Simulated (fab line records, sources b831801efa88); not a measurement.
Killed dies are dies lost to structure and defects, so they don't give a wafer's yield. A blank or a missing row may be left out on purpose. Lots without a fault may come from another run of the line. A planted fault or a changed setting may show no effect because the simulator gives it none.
A struck lot beside a sound one | flow sky130 | 17 steps out of a route of 708
Sound: wafers L743.1, L743.3, L743.5. Struck: wafers L751.1, L751.5, L751.6. The cause comes at the end.
At each step with rows: each side's tool, then ch and its chambers, then its first start. Under that, the readings that differ: sound wafers | struck wafers | difference of the means | sigmas: that difference in standard deviations of wafers without a fault.
alike: readings whose means differ by less than 2 such deviations, and words and numbers that are the same on both sides. not compared: withheld readings, readings that some wafer has no value for, bounds like >300 that may hide the same value, and numbers for which the record gives no deviation and whose values overlap.
The two part at a step that has a row with sigmas, a row that says differs or no value, or rows on one side only. Numbers that don't overlap but have no deviation are shown without sigmas and don't part them. A reading that every wafer of one side lacks parts them only if that side has two wafers or more.

SKY_LDD_HVN_OVL_MEAS_07:
  sound on overlay-01, day 21 17:21; struck on overlay-01, day 24 09:48
  alike: LDD_HVN_OVL
then, 1 step without rows for these wafers: SKY_LDD_HVN_IMPLANT_08.
SKY_LDD_HVN_STRIP_09: strips in O2/N2.
  sound on plasma_asher-02 ch 0,1, day 21 17:32; struck on plasma_asher-03 ch 0,1, day 24 09:59
  alike: drypump_motor_current_A, oes_product_au, strip_time_to_endpoint_s
  not compared: rf_hours_counter_h
SKY_LDD_HVN_TW_MEAS_10:
  sound on film_metro-01, day 21 17:38; struck on film_metro-02, day 24 10:05
  alike: LDD_HVN_TW
then, 7 steps without rows for these wafers: SKY_LDD_HVP_DEHYDRATE_00 (time 60 s); SKY_LDD_HVP_HMDS_01 (prime time 60 s); SKY_LDD_HVP_COAT_02 (resist thk 300 nm); SKY_LDD_HVP_SOFTBAKE_03 (time 60 s); SKY_LDD_HVP_EXPOSE_04 (exposes mask HVPTM, target cd 700 nm); SKY_LDD_HVP_PEB_05; SKY_LDD_HVP_DEVELOP_06 (develop time 60 s).
SKY_LDD_HVP_OVL_MEAS_07:
  sound on overlay-02, day 22 23:56; struck on overlay-02, day 25 15:17
  alike: LDD_HVP_OVL
SKY_LDD_HVP_IMPLANT_08:
  sound on implanter-02 ch 0, day 22 23:58; struck on implanter-02 ch 0, day 25 15:19
  reading            | sound                         | struck                          | difference  | sigmas
  dose_ions_cm2      | 1.6991e+13 1.7e+13 1.7017e+13 | 1.4641e+13 1.466e+13 1.4646e+13 | -2.3537e+12 | -99 or more
  faraday_current_uA | 94.6 91.3 94.8                | 83.5 82.6 82.4                  | -10.7       | -6
SKY_LDD_HVP_STRIP_09: strips in O2/N2.
  sound on plasma_asher-01 ch 0,1, day 23 00:07; struck on plasma_asher-04 ch 0,1, day 25 15:28
  alike: drypump_motor_current_A, oes_product_au, strip_time_to_endpoint_s
  not compared: rf_hours_counter_h
SKY_LDD_HVP_TW_MEAS_10:
  sound on film_metro-01, day 23 00:13; struck on film_metro-02, day 25 15:34
  reading    | sound             | struck            | difference | sigmas
  LDD_HVP_TW | 460.1 460.4 458.5 | 437.1 438.6 439.1 | -21.4      | -11
then, 1 step without rows for these wafers: SKY_LDD_LDN_DEHYDRATE_00 (time 60 s).
-- the record jumps here: 23 days lie between the struck wafers' starts before and after (it left off in module LDD_LDN and takes up again in module PAD_OPEN, whose first step shown is number 708 of the route) --
SKY_PAD_OPEN_PROBE_99:
  sound on prober-02, day 46 17:09; struck on prober-02, day 48 11:33
  reading                        | sound          | struck         | difference | sigmas
  model.etest.tip_p_5v.rs_ohm_sq | 2858 2839 2832 | 3190 3179 3187 | +342       |
  alike: killed_at_M0_to_M3, killed_at_M4_up, killed_at_contacts, killed_at_front_end, killed_at_other, killed_dies, killed_open, killed_short

WHERE THEY PART
First at SKY_LDD_HVP_IMPLANT_08; last, within this record, at SKY_LDD_HVP_TW_MEAS_10. Later steps at which nothing parts them and some readings are alike: SKY_PAD_OPEN_PROBE_99.

WHY: what the simulator had put in
Process parameter drift: implanter-02, from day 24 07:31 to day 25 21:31, at SKY_LDD_HVP_IMPLANT_08. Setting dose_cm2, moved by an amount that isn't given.
